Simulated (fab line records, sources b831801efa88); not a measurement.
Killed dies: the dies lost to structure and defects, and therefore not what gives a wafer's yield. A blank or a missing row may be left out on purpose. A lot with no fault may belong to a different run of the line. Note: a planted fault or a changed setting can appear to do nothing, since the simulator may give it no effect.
A lot that was struck, set against a sound lot    flow sky130    15 out of 708 route steps
Sound: these wafers, L821.3, L821.5, L821.6. The struck wafers were L815.1, L815.4, L815.5. The cause is named last.
Each step with rows lists, per side, the tool, then ch with its chambers, then its first start. Under that, the readings that differ: sound wafers    struck wafers    difference of the means    sigmas: that difference in standard deviations of wafers without a fault.
alike: readings whose means differ by less than 2 such deviations, and words and numbers that are the same on both sides. not compared: withheld readings, readings that some wafer has no value for, bounds like >300 that may hide the same value, and numbers for which the record gives no deviation and whose values overlap.
A row with sigmas, a row that says differs or no value, or rows on one side alone: a step with any of these is where the two part. Numbers that don't overlap but have no deviation are shown without sigmas and don't part them. A reading missing from all wafers of one side parts the sides only when that side holds two or more wafers.

SKY_POLY_CUT_ETCH_10: etches BARC in N2/H2, stops on SiO2, time 45.9 s, target depth 60 nm.
  sound on rie-diel-02 ch 0,1, day 28 22:53; struck on rie-diel-04 ch 0,2, day 27 00:49
  alike: drypump-motor-current-A, oes-product-au, throttle-valve-pct
  not compared: rf-hours-counter-h
SKY_POLY_CUT_ETCH_11: etches Si3N4 in CF4/CH2F2/Ar, stops on poly-Si, time 42.5 s, target depth 60 nm.
  sound on rie-diel-02 ch 0,1, day 28 22:56; struck on rie-diel-04 ch 0,2, day 27 00:51
  alike: drypump-motor-current-A, oes-product-au, throttle-valve-pct
  not compared: rf-hours-counter-h
SKY_POLY_CUT_STRIP_12: strips in O2/N2.
  sound on plasma-asher-04 ch 0,1, day 28 23:00; struck on plasma-asher-03 ch 0,1, day 27 00:53
  alike: drypump-motor-current-A, oes-product-au, strip-time-to-endpoint-s
  not compared: rf-hours-counter-h
then, 7 steps without rows for these wafers: SKY_SD_P_DEHYDRATE_00 (time 60 s); SKY_SD_P_HMDS_01 (prime time 60 s); SKY_SD_P_COAT_02 (resist thk 1140 nm); SKY_SD_P_SOFTBAKE_03 (time 60 s); SKY_SD_P_EXPOSE_04 (exposes mask PSDM, target cd 380 nm); SKY_SD_P_PEB_05; SKY_SD_P_DEVELOP_06 (develop time 60 s).
SKY_SD_P_CD_MEAS_07: the cd target is 380 nm.
  struck on cd-sem-02, day 28 05:12; sound on cd-sem-01, day 30 02:56
  alike: cd-nm
SKY_SD_P_OVL_MEAS_08:
  struck on overlay-01, day 28 05:19; sound on overlay-02, day 30 03:02
  alike: SD_P_OVL
SKY_SD_P_IMPLANT_09:
  sound on implanter-03 ch 0, day 30 03:07; struck on implanter-04 ch 0, day 28 05:22
reading        sound                             struck                            difference   sigmas
dose-ions-cm2  3.0002e+15 2.9995e+15 2.9998e+15  3.0853e+15 3.0855e+15 3.0823e+15  +8.4533e+13  +34
  alike: faraday-current-uA
SKY_SD_P_STRIP_10: strips in O2/N2.
  sound on plasma-asher-03 ch 0,1, day 30 03:14; struck on plasma-asher-03 ch 0,1, day 28 05:31
  alike: drypump-motor-current-A, oes-product-au, strip-time-to-endpoint-s
  not compared: rf-hours-counter-h
-- here the record skips 20 days between the struck wafers' starts before and after, leaving off in module SD_P and picking up in module PAD_OPEN (first step shown: number 708 of the route) --
SKY_PAD_OPEN_PROBE_99:
  struck on prober-02, day 47 18:26; sound on prober-02, day 49 01:35
  alike: killed_at_M0_to_M3, killed_at_M4_up, killed-at-contacts, killed-at-front-end, killed-at-other, killed-dies, killed-open, killed-short

== WHERE THEY PART ==
At SKY_SD_P_IMPLANT_09 and nowhere else, as far as this record goes. Later steps at which nothing parts them and some readings are alike: SKY_SD_P_STRIP_10, SKY_PAD_OPEN_PROBE_99.

WHY: whatever the simulator had introduced
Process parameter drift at SKY_SD_P_IMPLANT_09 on implanter-04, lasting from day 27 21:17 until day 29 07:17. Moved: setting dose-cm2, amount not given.
